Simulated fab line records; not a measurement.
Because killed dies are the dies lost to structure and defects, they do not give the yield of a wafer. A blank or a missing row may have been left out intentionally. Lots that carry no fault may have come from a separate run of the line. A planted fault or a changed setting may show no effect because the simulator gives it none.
fab line records	flow gf180mcu	part 2 of 2: steps 36 to 45 of 45
record lots=5	wafers=15	last-day=34
route steps=602 shown HV_LDD@188
lots that met no fault: from a run of the same line without faults
start-h: hours from the record's first day to the start of the lot's first wafer shown	wait-h: hours elapsed since this lot's preceding step	" repeats the value in the row above	L1.1+2: several wafers, shown together as one row	- value missing, or start not given	* or withheld: withheld	< > ~ a bound
route shown NAME@n: names a module that has steps shown in the file, with the first one's number in the route	usual: mean/standard deviation taken from wafers without a fault	same: alike in all rows	chamber/n: place in a boat	sites: the reading at each site	_std_site: standard deviation across them	_edge_site: inner sites' mean taken away from outer sites' mean	radius-mm: for every site, how far away it sits from the centre of the wafer	mask NAME#n: copy n	behind: the last tool/chamber to shape the wafer	hold: the reason the lot was held/the length of the hold in hours/how it ended	device: transistor that didn't switch, given as n, p or np	end of line: the route-end tests of the same wafers	where a step has no rows: the recipe by itself	killed: not the wafer's yield, but the dies lost to structure and defects at the first sort	map: the dies of a wafer, with x for killed, . for not killed, _ for no die there
set.NAME: the setting as run; set.NAME@STEP: as run at that earlier step	model.NAME: the simulator's own value behind a step, which no gauge read
a table for each step, a row for each wafer; lots at some steps of the route
services: when a tool's chamber went out of use (start-h, in hours from the record's first day, below 0 if earlier), for how many hours, and the reason
## steps
# step GF_HV_LDD_OVL_MEAS_47
# usual HV_LDD_03_OVL=-1.7/1.9
lot.wafer	tool	chamber	start-h	wait-h	HV_LDD_03_OVL[nm]
L075.3	overlay-02	-	277.71	0.1	-0.7
L075.4	"	-	"	"	-0.2
L075.6	"	-	"	"	-0.3
L076.2	overlay-01	-	289.40	0.1	0.6
L076.3	"	-	"	"	2.0
L076.6	"	-	"	"	1.2
L081.1	overlay-02	-	332.45	0.1	-4.2
L081.2	"	-	"	"	-2.9
L081.6	"	-	"	"	-1.3
L091.2	overlay-01	-	413.20	0.1	0.3
L091.3	"	-	"	"	2.5
L091.5	"	-	"	"	1.6
L097.2	overlay-01	-	458.60	0.1	-0.8
L097.3	"	-	"	"	-1.2
L097.4	"	-	"	"	0.3
# step GF_HV_LDD_IMPLANT_48
# recipe species=B	energy-kev=25	dose-cm2=3e+13	tilt-deg=7
lot.wafer	tool	chamber	start-h	wait-h
L075.3+4+6	implanter-01	0	277.78	0.1
L076.2+3+6	implanter-01	0	289.46	0.0
L081.1+2+6	implanter-01	0	332.48	0.0
L091.2+3+5	implanter-01	0	413.25	0.0
L097.2+3+4	implanter-04	0	458.66	0.0
# step GF_HV_LDD_STRIP_49
# recipe chemistry=O2/N2	power-w=1400	pressure-mtorr=1500	platen-temp-c=250	o2-flow-sccm=3000	n2-flow-sccm=300	overash-fraction=0.5
# usual drypump-motor-current-A=5.5/0.71	heater-power-w=323/32	oes-product-au=0.715/0.0044	strip-time-to-endpoint-s=12.632/0.03
lot.wafer	tool	chamber	start-h	wait-h	drypump-motor-current-A	heater-power-w	oes-product-au	rf-hours-counter-h	strip-time-to-endpoint-s
L075.3	plasma-asher-03	1	277.92	0.1	4.9	310	0.712	-	12.638
L075.4	"	0	"	"	4.9	294	0.713	-	12.703
L075.6	"	1	"	"	5.0	300	0.712	-	12.686
L076.2	plasma-asher-03	0	289.58	0.1	4.9	285	0.717	62	12.626
L076.3	"	0	"	"	4.9	295	0.718	-	12.635
L076.6	"	1	"	"	5.0	302	0.726	-	12.623
L081.1	plasma-asher-01	0	332.63	0.1	6.8	323	0.715	72	12.646
L081.2	"	1	"	"	5.6	365	0.718	72	12.672
L081.6	"	0	"	"	6.8	326	0.707	-	12.618
L091.2	plasma-asher-03	0	413.38	0.1	4.9	286	0.717	74	12.624
L091.3	"	0	"	"	4.9	283	0.719	-	12.640
L091.5	"	1	"	"	4.9	293	0.712	-	12.610
L097.2	plasma-asher-01	0	458.78	0.1	6.8	328	0.712	86	12.622
L097.3	"	0	"	"	6.8	319	0.715	-	12.642
L097.4	"	1	"	"	5.6	370	0.718	-	12.628
# step GF_HV_LDD_TW_MEAS_50
# usual HV_LDD_4_TW=574/10
lot.wafer	tool	chamber	start-h	wait-h	HV_LDD_4_TW
L075.3	film-metro-03	-	278.00	0.1	584
L075.4	"	-	"	"	585
L075.6	"	-	"	"	589
L076.2	film-metro-03	-	289.69	0.1	583
L076.3	"	-	"	"	584
L076.6	"	-	"	"	584
L081.1	film-metro-03	-	332.73	0.1	582
L081.2	"	-	"	"	583
L081.6	"	-	"	"	584
L091.2	film-metro-02	-	413.49	0.1	569
L091.3	"	-	"	"	572
L091.5	"	-	"	"	571
L097.2	film-metro-03	-	458.89	0.1	586
L097.3	"	-	"	"	583
L097.4	"	-	"	"	585
# step GF_HV_LDD_CLEAN_51
# recipe chemistry=SC1/SC2	mix=1:4:20	temp-c=70	time-s=150	dry=n2-spin
lot.wafer	tool	chamber	start-h	wait-h
L075.3+4+6	wet-bench-01	0	278.04	0.0
L076.2+3+6	wet-bench-02	1	289.74	0.0
L081.1+2+6	wet-bench-01	0	332.79	0.1
L091.2+3+5	wet-bench-01	1	413.54	0.0
L097.2+3+4	wet-bench-01	2	458.94	0.0
# step GF_HV_LDD_RTA_52
# recipe temp-c=1000	time-s=10	ambient=N2
# usual chamber-o2-ppm=2.003/0.019	lamp-power-pct=34.3/1.5	wafer_temp_C_max=1004.2/0.74
lot.wafer	tool	chamber	start-h	wait-h	chamber-o2-ppm	lamp-power-pct	wafer_temp_C_max
L075.3	rtp-anneal-02	0	278.12	0.0	1.999	36.5	1006.4
L075.4	"	0	"	"	1.978	36.5	1004.3
L075.6	"	0	"	"	1.956	36.6	1004.4
L076.2	rtp-anneal-01	0	289.80	0.0	1.995	33.4	1003.3
L076.3	"	0	"	"	1.978	33.3	1004.8
L076.6	"	0	"	"	1.989	33.3	1003.8
L081.1	rtp-anneal-01	0	332.84	0.0	2.036	33.3	1005.3
L081.2	"	0	"	"	2.011	33.3	1003.6
L081.6	"	0	"	"	2.006	33.3	1004.2
L091.2	rtp-anneal-01	0	413.60	0.0	1.978	33.3	1003.1
L091.3	"	0	"	"	2.025	33.3	1005.1
L091.5	"	0	"	"	1.992	33.4	1003.9
L097.2	rtp-anneal-01	0	459.00	0.0	1.989	33.4	1003.3
L097.3	"	0	"	"	1.995	33.4	1004.0
L097.4	"	0	"	"	1.993	33.3	1004.1
# step GF_HV_LDD_RS_MEAS_53
# recipe thk-meas-gauge=four-point-probe
# usual HV_LDD_RS=418.9/1.1
lot.wafer	tool	chamber	start-h	wait-h	HV_LDD_RS[ohm/sq]
L075.3	film-metro-02	-	278.20	0.1	419.7
L075.4	"	-	"	"	418.9
L075.6	"	-	"	"	419.8
L076.2	film-metro-04	-	289.88	0.1	419.1
L076.3	"	-	"	"	418.6
L076.6	"	-	"	"	418.6
L081.1	film-metro-02	-	332.91	0.1	419.5
L081.2	"	-	"	"	418.7
L081.6	"	-	"	"	418.9
L091.2	film-metro-04	-	413.68	0.1	418.0
L091.3	"	-	"	"	417.6
L091.5	"	-	"	"	417.8
L097.2	film-metro-04	-	459.08	0.1	422.2
L097.3	"	-	"	"	422.3
L097.4	"	-	"	"	422.1
# step GF_HV_LDD_CVD_54
# recipe material=SiO2	target-thk-nm=10	precursor=TEOS	temp-c=680	time-s=75	pressure-mtorr=400
# usual pressure-mtorr=400.1/0.92	zone-power-bottom-pct=16.8/1.6
lot.wafer	tool	chamber	start-h	wait-h	pressure-mtorr	zone-power-bottom-pct
L075.3	lpcvd-02	0	278.28	0.1	400.2	15.5
L075.4	"	0	"	"	400.7	15.5
L075.6	"	0	"	"	400.2	15.7
L076.2	lpcvd-01	0	289.98	0.1	401.0	19.4
L076.3	"	0	"	"	400.6	19.6
L076.6	"	0	"	"	402.0	19.4
L081.1	lpcvd-01	1	333.56	0.6	398.8	17.5
L081.2	"	1	"	"	399.2	17.7
L081.6	"	1	"	"	400.5	17.4
L091.2	lpcvd-02	1	413.78	0.1	398.3	15.2
L091.3	"	1	"	"	398.9	15.6
L091.5	"	1	"	"	398.7	15.3
L097.2	lpcvd-01	0	459.18	0.1	400.9	19.6
L097.3	"	0	"	"	400.5	19.2
L097.4	"	0	"	"	400.2	19.8
# step GF_HV_LDD_THK_MEAS_55
# recipe reads=SiO2_of_HV_LDD_CVD_54
# usual HV_LDD_CVD_54_THK=10.05/0.15
lot.wafer	tool	chamber	start-h	wait-h	HV_LDD_CVD_54_THK[nm]
L075.3	film-metro-04	-	279.32	0.0	10.25
L075.4	"	-	"	"	10.15
L075.6	"	-	"	"	10.10
L076.2	film-metro-03	-	291.52	0.0	10.15
L076.3	"	-	"	"	9.99
L076.6	"	-	"	"	10.07
L081.1	film-metro-03	-	335.09	0.0	10.00
L081.2	"	-	"	"	10.06
L081.6	"	-	"	"	9.96
L091.2	film-metro-02	-	414.81	0.0	9.94
L091.3	"	-	"	"	9.93
L091.5	"	-	"	"	9.78
L097.2	film-metro-03	-	460.21	0.0	9.91
L097.3	"	-	"	"	9.90
L097.4	"	-	"	"	9.87
# step GF_HV_LDD_CVD_56
# recipe material=Si3N4	precursor=DCS/NH3	target-thk-nm=90	temp-c=770	time-s=1543	pressure-mtorr=250
# usual pressure-mtorr=250.1/0.48	zone-power-bottom-pct=21.2/1.8
lot.wafer	tool	chamber	start-h	wait-h	pressure-mtorr	zone-power-bottom-pct
L075.3	lpcvd-01	0	279.36	0.0	250.0	24.6
L075.4	"	0	"	"	250.0	25.1
L075.6	"	0	"	"	250.4	25.1
L076.2	lpcvd-02	0	291.57	0.0	249.5	20.2
L076.3	"	0	"	"	250.1	19.7
L076.6	"	0	"	"	249.6	20.0
L081.1	lpcvd-01	0	335.15	0.1	250.1	24.6
L081.2	"	0	"	"	249.9	24.9
L081.6	"	0	"	"	250.2	25.7
L091.2	lpcvd-02	0	414.86	0.0	249.6	19.9
L091.3	"	0	"	"	250.2	19.5
L091.5	"	0	"	"	250.1	19.8
L097.2	lpcvd-02	0	460.26	0.0	249.8	20.3
L097.3	"	0	"	"	249.4	19.9
L097.4	"	0	"	"	249.0	20.0
## services
tool	chamber	start-h	hours	kind
iline-stepper-01	-	215.01	4.2	repair
implanter-02	-	218.74	5.4	repair
implanter-02	-	224.67	3.9	pm
plasma-asher-03	-	225.14	3.8	repair
implanter-01	-	239.09	5.7	pm
implanter-02	-	245.95	100.2	pm
iline-stepper-02	-	253.86	2.1	pm
lpcvd-02	-	262.88	2.8	pm
implanter-04	-	268.17	30.7	repair
rtp-anneal-01	-	281.41	3.7	pm
iline-stepper-01	-	330.04	2.1	pm
iline-stepper-01	-	332.37	1.7	pm
plasma-asher-03	-	333.60	3.8	repair
implanter-01	-	339.28	2.2	repair
implanter-04	-	345.29	10.2	repair
iline-stepper-02	-	352.41	1.7	pm
implanter-01	-	353.48	0.8	repair
lpcvd-01	-	386.27	6.0	pm
implanter-01	-	393.22	0.8	repair
plasma-asher-02	-	394.47	1.5	repair
plasma-asher-03	-	421.25	9.0	pm
plasma-asher-03	-	432.21	2.2	repair
implanter-04	-	444.71	1.3	repair
implanter-04	-	448.76	1.7	repair
